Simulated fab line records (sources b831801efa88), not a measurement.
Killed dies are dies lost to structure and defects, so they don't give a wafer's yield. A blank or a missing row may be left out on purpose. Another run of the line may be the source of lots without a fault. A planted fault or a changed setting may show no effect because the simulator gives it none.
Which of the tools did it? + flow sky130 + Sampling: 7 lots, 21 wafers, 2 of 708 route steps

== WHAT THE GAUGES SHOWED, per wafer ==
SKY_VT_ADJUST_NCORE_CD_MEAS_07: the cd target is 380 nm.
| lot  | measured     | on        | cd nm (nm)        |
|------|--------------|-----------|-------------------|
| L562 | day 9 04:37  | cd sem-02 | 382.4 380.3 381.7 |
| L565 | day 10 05:38 | cd sem-01 | 383.1 383.4 381.9 |
| L567 | day 10 17:38 | cd sem-01 | 380.3 381.6 381.1 |
| L575 | day 13 09:56 | cd sem-02 | - - -             |
| L579 | day 14 11:17 | cd sem-02 | 381.9 383.2 384.1 |
| L581 | day 14 23:41 | cd sem-02 | 380.0 379.0 378.5 |
| L583 | day 15 11:46 | cd sem-01 | 376.6 376.8 376.9 |

== WHICH TOOL RAN EACH LOT (tool, then ch and the chambers of the sampled wafers, then the start) ==
| lot  | SKY_VT_ADJUST_NCORE_COAT_02       |
|------|-----------------------------------|
| L562 | litho track-03 ch 0, day 8 18:05  |
| L565 | litho track-01 ch 0, day 9 17:47  |
| L567 | litho track-01 ch 0, day 10 06:14 |
| L575 | litho track-03, day 12 21:27      |
| L579 | litho track-03 ch 0, day 13 21:24 |
| L581 | litho track-02 ch 0, day 14 10:59 |
| L583 | litho track-01 ch 0, day 14 21:55 |
- SKY_VT_ADJUST_NCORE_COAT_02: resist thk 1140 nm.

== THE ANSWER, worked out from the rows above alone ==
Rule: the usual values come from the lots themselves. Put in order of their means at a reading, lots are off if they are a third of the lots or fewer, leave a main group of 4 or more, and stand apart from it by a gap of 3 or more times the standard deviation of the main group's means; of several such gaps the widest counts. Not used: any main group whose means are identical at the precision the tables above print for the reading. Also off: a lot with no number at a reading for which 4 or more lots have one. Any other lot the step has rows for is counted as sound.
Off: L575, at SKY_VT_ADJUST_NCORE_CD_MEAS_07 (cd nm). Without a number there: L575. The main group: mean 380.7 nm, standard deviation 2.2.
A tool fits if, at a process step before that reading, it ran every lot that is off, and no sound lot after the first of them. Gauges at SKY_VT_ADJUST_NCORE_CD_MEAS_07: tried the same way as those tools. Not one of the candidates tried fits.

== WHAT THE SIMULATOR PUT IN ==
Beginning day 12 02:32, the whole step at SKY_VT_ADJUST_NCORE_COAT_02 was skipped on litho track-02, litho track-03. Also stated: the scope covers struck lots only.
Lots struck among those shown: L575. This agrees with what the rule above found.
